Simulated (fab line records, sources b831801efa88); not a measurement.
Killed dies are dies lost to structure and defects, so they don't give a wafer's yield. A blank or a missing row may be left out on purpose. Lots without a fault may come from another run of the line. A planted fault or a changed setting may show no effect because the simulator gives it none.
fab line records | flow sky130
record lots=13 wafers=39 last_day=50
route steps=708 shown LI_CONTACT@374 LOCAL_INTERCONNECT@402 CONTACT@406 PAD_OPEN@708
lots that met no fault: from a run of the same line without faults
start_h: hours from the record's first day to the start of the lot's first wafer shown | wait_h: hours since the lot's step before | " the same as in the row above | L1.1+2: a row that stands for several wafers | - no value, or no start given | * or withheld: withheld | < > ~ a bound
route shown NAME@n: a module of which the file shows steps, and the number in the route of the first | usual: mean/standard deviation of fault-free wafers | same: alike in all rows | chamber/n: place in a boat | sites: the reading at each site | _std_site: their standard deviation | _edge_site: outer sites' mean less inner sites' | radius_mm: how far each site lies from the wafer's centre | mask NAME#n: copy n | behind: the tool/chamber that last shaped the wafer | hold: why the lot was held/for how many hours/how that ended | device: the transistor (n, p or np) that didn't switch | end of line: the same wafers' tests at the end of the route | a step without rows: its recipe alone | killed: dies lost to structure and defects at the first sort, not the wafer's yield | map: a wafer's dies, x killed, . not, _ none there
set.NAME: the setting as run; set.NAME@STEP: as run at that earlier step | model.NAME: the simulator's own value behind a step, which no gauge read
steps of the route over a sample of lots; a table a step, a row a wafer
services: from which hour (start_h, from the record's first day; less than 0 if before it) a tool's chamber was out of use, for how many hours, and why
## steps
# step SKY_LI_CONTACT_CD_MEAS_12
# recipe target_cd_nm=170
# usual cd_nm=169.7/1.6
# columns lot.wafer tool chamber start_h wait_h cd_nm
L917.3 cd_sem-02 - 675.52 - 170.3
L917.4 " - " " 171.6
L917.5 " - " " 172.1
L918.3 cd_sem-01 - 678.76 - 171.5
L918.5 " - " " 173.0
L918.6 " - " " 172.0
L919.2 cd_sem-01 - 684.62 - 169.4
L919.4 " - " " 170.0
L919.5 " - " " 170.9
L920.4 cd_sem-01 - 694.31 - 171.5
L920.5 " - " " 171.1
L920.6 " - " " 171.6
L922.3 cd_sem-01 - 719.57 - 169.1
L922.4 " - " " 169.0
L922.5 " - " " 168.5
L927.4 cd_sem-02 - 757.14 - 169.5
L927.5 " - " " 170.0
L927.6 " - " " 170.3
L928.1 cd_sem-01 - 768.22 - 169.2
L928.2 " - " " 169.5
L928.6 " - " " 168.7
L932.2 cd_sem-02 - 791.55 - 167.6
L932.4 " - " " 167.4
L932.5 " - " " 168.1
L934.1 cd_sem-02 - 811.98 - 170.8
L934.5 " - " " 171.8
L934.6 " - " " 170.5
L936.1 cd_sem-01 - 826.58 - 166.4
L936.4 " - " " 169.1
L936.6 " - " " 168.7
L937.2 cd_sem-01 - 833.89 - 168.9
L937.3 " - " " 169.4
L937.5 " - " " 170.0
L938.2 cd_sem-01 - 835.82 - 167.5
L938.5 " - " " 169.1
L938.6 " - " " 168.6
L939.1 cd_sem-02 - 847.82 - 168.2
L939.2 " - " " 167.8
L939.5 " - " " 168.4
# step SKY_LOCAL_INTERCONNECT_STRIP_15
# recipe chemistry=O2/N2 power_w=1400 pressure_mtorr=1500 platen_temp_c=withheld o2_flow_sccm=3000 n2_flow_sccm=300 overash_fraction=0.5
# usual drypump_motor_current_A=5.8/0.35 oes_product_au=0.427/0.0044 strip_time_to_endpoint_s=4.734/0.016
# columns lot.wafer tool chamber start_h wait_h drypump_motor_current_A oes_product_au rf_hours_counter_h strip_time_to_endpoint_s
L917.3 plasma_asher-04 0 705.66 0.1 5.7 0.426 - 4.742
L917.4 " 1 " " 6.1 0.430 - 4.727
L917.5 " 0 " " 5.7 0.424 - 4.746
L918.3 plasma_asher-01 0 708.98 0.1 5.4 0.421 - 4.744
L918.5 " 0 " " 5.5 0.427 - 4.728
L918.6 " 1 " " 6.3 0.432 - 4.744
L919.2 plasma_asher-04 0 715.77 0.0 5.7 0.429 105 4.726
L919.4 " 0 " " 5.6 0.422 - 4.732
L919.5 " 1 " " 6.1 0.428 - 4.741
L920.4 plasma_asher-01 1 723.89 0.1 6.2 0.434 - 4.740
L920.5 " 1 " " 6.2 0.432 - 4.744
L920.6 " 0 " " 5.4 0.427 - 4.732
L922.3 plasma_asher-01 0 748.97 0.1 5.4 0.419 - 4.699
L922.4 " 1 " " 6.2 0.428 - 4.708
L922.5 " 1 " " 6.2 0.425 - 4.719
L927.4 plasma_asher-04 1 786.02 0.1 6.1 0.418 - 4.748
L927.5 " 1 " " 6.1 0.434 - 4.748
L927.6 " 0 " " 5.7 0.436 - 4.740
L928.1 plasma_asher-01 0 797.49 0.0 5.4 0.428 100 4.725
L928.2 " 1 " " 6.2 0.420 100 4.718
L928.6 " 1 " " 6.2 0.429 - 4.731
L932.2 plasma_asher-04 0 820.04 0.0 5.7 0.433 7 4.748
L932.4 " 0 " " 5.7 0.425 - 4.747
L932.5 " 0 " " 5.7 0.434 - 4.735
L934.1 plasma_asher-01 0 839.65 0.1 5.4 0.423 104 4.731
L934.5 " 1 " " 6.2 0.428 - 4.736
L934.6 " 0 " " 5.4 0.426 - 4.740
L936.1 plasma_asher-04 1 854.52 0.0 6.2 0.426 11 4.738
L936.4 " 0 " " 5.7 0.424 - 4.717
L936.6 " 0 " " 5.6 0.420 - 4.726
L937.2 plasma_asher-01 1 861.50 0.1 6.2 0.431 107 4.753
L937.3 " 0 " " 5.4 0.435 - 4.740
L937.5 " 0 " " 5.4 0.424 - 4.734
L938.2 plasma_asher-01 0 864.09 0.0 5.4 0.429 107 4.729
L938.5 " 0 " " 5.4 0.436 - 4.718
L938.6 " 1 " " 6.2 0.435 - 4.712
L939.1 plasma_asher-01 0 875.07 0.0 5.5 0.419 107 4.714
L939.2 " 1 " " 6.2 0.433 107 4.738
L939.5 " 1 " " 6.2 0.429 - 4.728
# step SKY_CONTACT_CVD_00
# recipe material=Si3N4 target_thk_nm=75 temp_c=400 time_s=withheld rf_w=450
# usual heater_power_w=735/100
# columns lot.wafer tool chamber start_h wait_h heater_power_w
L917.3 pecvd-04 1 706.21 0.0 724
L917.4 " 0 " " 837
L917.5 " 1 " " 738
L918.3 pecvd-03 0 709.53 0.0 800
L918.5 " 1 " " 855
L918.6 " 2 " " 545
L919.2 pecvd-03 2 716.37 0.0 597
L919.4 " 2 " " 475
L919.5 " 0 " " 855
L920.4 pecvd-02 1 724.47 0.0 714
L920.5 " 0 " " 609
L920.6 " 2 " " 729
L922.3 pecvd-04 0 749.57 0.0 774
L922.4 " 2 " " 823
L922.5 " 1 " " 681
L927.4 pecvd-04 2 786.60 0.0 766
L927.5 " 1 " " 700
L927.6 " 0 " " 893
L928.1 pecvd-02 0 798.09 0.0 698
L928.2 " 1 " " 703
L928.6 " 1 " " 688
L932.2 pecvd-02 0 820.63 0.0 733
L932.4 " 1 " " 709
L932.5 " 2 " " 709
L934.1 pecvd-02 2 840.24 0.0 746
L934.5 " 0 " " 713
L934.6 " 2 " " 732
L936.1 pecvd-03 0 855.14 0.0 799
L936.4 " 2 " " 609
L936.6 " 0 " " 802
L937.2 pecvd-02 0 862.12 0.0 627
L937.3 " 2 " " 639
L937.5 " 0 " " 643
L938.2 pecvd-04 1 864.69 0.0 651
L938.5 " 0 " " 838
L938.6 " 1 " " 621
L939.1 pecvd-03 1 875.67 0.0 708
L939.2 " 0 " " 893
L939.5 " 1 " " 732
# step SKY_CONTACT_SOFTBAKE_10
# recipe temp_c=100 time_s=90 resist=KrF-thick
# usual heater_power_total_W=57.36/0.11 plate_temp_C=99.99/0.13
# columns lot.wafer tool chamber start_h wait_h heater_power_total_W plate_temp_C
L917.3 litho_track-01 0 720 - 57.31 99.83
L917.4 " 0 " " 57.48 99.97
L917.5 " 0 721 - 57.53 99.93
L918.3 litho_track-01 0 724 - 57.27 100.15
L918.5 " 0 " " 57.58 100.32
L918.6 " 0 " " 57.53 100.05
L919.2 litho_track-02 0 730 - 57.27 99.95
L919.4 " 0 " " 57.41 99.85
L919.5 " 0 " " 57.36 100.10
L920.4 litho_track-03 0 738 - 57.30 99.97
L920.5 " 0 " " 57.43 99.93
L920.6 " 0 " " 57.15 99.91
L922.3 litho_track-01 0 763 - 57.12 100.03
L922.4 " 0 " " 57.20 100.15
L922.5 " 0 " " 57.42 99.98
L927.4 litho_track-01 0 800 - 59.78 103.16
L927.5 " 0 " " 59.93 103.10
L927.6 " 0 " " 59.72 103.06
L928.1 litho_track-01 0 811 - 59.79 102.96
L928.2 " 0 812 - 59.98 102.99
L928.6 " 0 " " 60.00 103.07
L932.2 litho_track-03 0 834 - 57.55 100.06
L932.4 " 0 " " 57.52 100.09
L932.5 " 0 " " 57.33 100.12
L934.1 litho_track-02 0 853 - 57.33 99.89
L934.5 " 0 854 - 57.28 99.78
L934.6 " 0 " " 57.17 99.86
L936.1 litho_track-03 0 868 - 57.15 99.89
L936.4 " 0 " " 57.36 99.81
L936.6 " 0 " " 57.38 99.91
L937.2 litho_track-03 0 876 - 57.48 100.18
L937.3 " 0 " " 57.50 100.05
L937.5 " 0 " " 57.42 100.06
L938.2 litho_track-02 0 878 - 57.35 99.95
L938.5 " 0 " " 57.36 100.06
L938.6 " 0 " " 57.34 100.11
L939.1 litho_track-02 0 888 - 57.23 100.09
L939.2 " 0 " " 57.37 99.89
L939.5 " 0 " " 57.32 99.92
# step SKY_PAD_OPEN_PROBE_99
# usual killed_at_M0_to_M3=43/6.3 killed_at_M4_up=3.1/1.9 killed_at_contacts=24/5.1 killed_at_front_end=14/4.3 killed_at_other=0.3/0.53 killed_dies=85/8.8 killed_open=46/7.1 killed_short=38/5.9
# same gross_dies=492 killed_at_back_side=0
# columns lot.wafer tool chamber start_h wait_h killed_at_M0_to_M3 killed_at_M4_up killed_at_contacts killed_at_front_end killed_at_other killed_dies killed_open killed_short
L927.5 prober-01 - 1132.77 0.2 51 1 21 6 0 79 52 27
# killed by level:class
L927.5 VIA1:geometric_particle:open=15 CONTACT:geometric_particle:open=11 VIA2:geometric_particle:open=10 VIA3:geometric_particle:open=6 METAL2:geometric_particle:short=5 VIA3:geometric_particle:short=4 LI_CONTACT:geometric_particle:open=3 CONTACT:geometric_particle:short=3
## services
# columns tool chamber start_h hours kind
pecvd-04 2 689.77 2.1 scheduled_down
pecvd-03 1 691.69 2.1 scheduled_down
pecvd-02 2 717.49 5.5 scheduled_down
plasma_asher-04 - 733.75 9.0 pm
plasma_asher-04 0 733.75 9.0 vent_cycle
plasma_asher-04 1 733.75 9.0 vent_cycle
pecvd-03 - 733.98 2.8 repair
pecvd-03 - 736.77 2.8 pm
plasma_asher-04 0 742.75 - clean
plasma_asher-04 1 742.75 - clean
pecvd-02 0 743.38 2.1 scheduled_down
pecvd-03 0 759.12 5.2 repair
pecvd-04 0 768.70 2.1 scheduled_down
plasma_asher-01 - 770.57 2.8 pm
pecvd-02 1 781.04 2.1 scheduled_down
pecvd-04 - 781.77 2.1 repair
plasma_asher-04 - 796.34 5.1 repair
pecvd-04 - 833.05 2.7 repair
pecvd-04 - 840.93 1.0 repair
pecvd-02 1 851.35 5.4 repair
pecvd-02 - 855.55 5.5 pm
plasma_asher-01 - 869.31 4.2 repair
pecvd-04 - 872.16 1.4 repair
pecvd-02 2 873.25 9.4 repair
## key
first_sign step=SKY_CONTACT_SOFTBAKE_10 reading=plate_temp_C direction=up sigmas=23 usual=* struck=*
effect step=SKY_CONTACT_SOFTBAKE_10 reading=heater_power_total_W direction=up sigmas=22 usual=* struck=*
met_at SKY_CONTACT_SOFTBAKE_10
struck_lots L927,L928
tester_left_out L927,L928
not_acting_at SKY_LI_CONTACT_CD_MEAS_12,SKY_LOCAL_INTERCONNECT_STRIP_15,SKY_CONTACT_CVD_00
onset_between 763 800
fault kind=process_parameter_drift tool=litho_track-01 chamber=- onset_h=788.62 steps=SKY_CONTACT_SOFTBAKE_10 channel=temp_c offset=* shape=step end_h=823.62 acts_in=* stated=*
# tester_left_out: of these lots the tester's yield and bins aren't shown, on N5 and GAA mostly nor the transistor test; their killed dies are dies lost to structure and defects alone, not to doping, threshold or leakage, so they don't give the yield
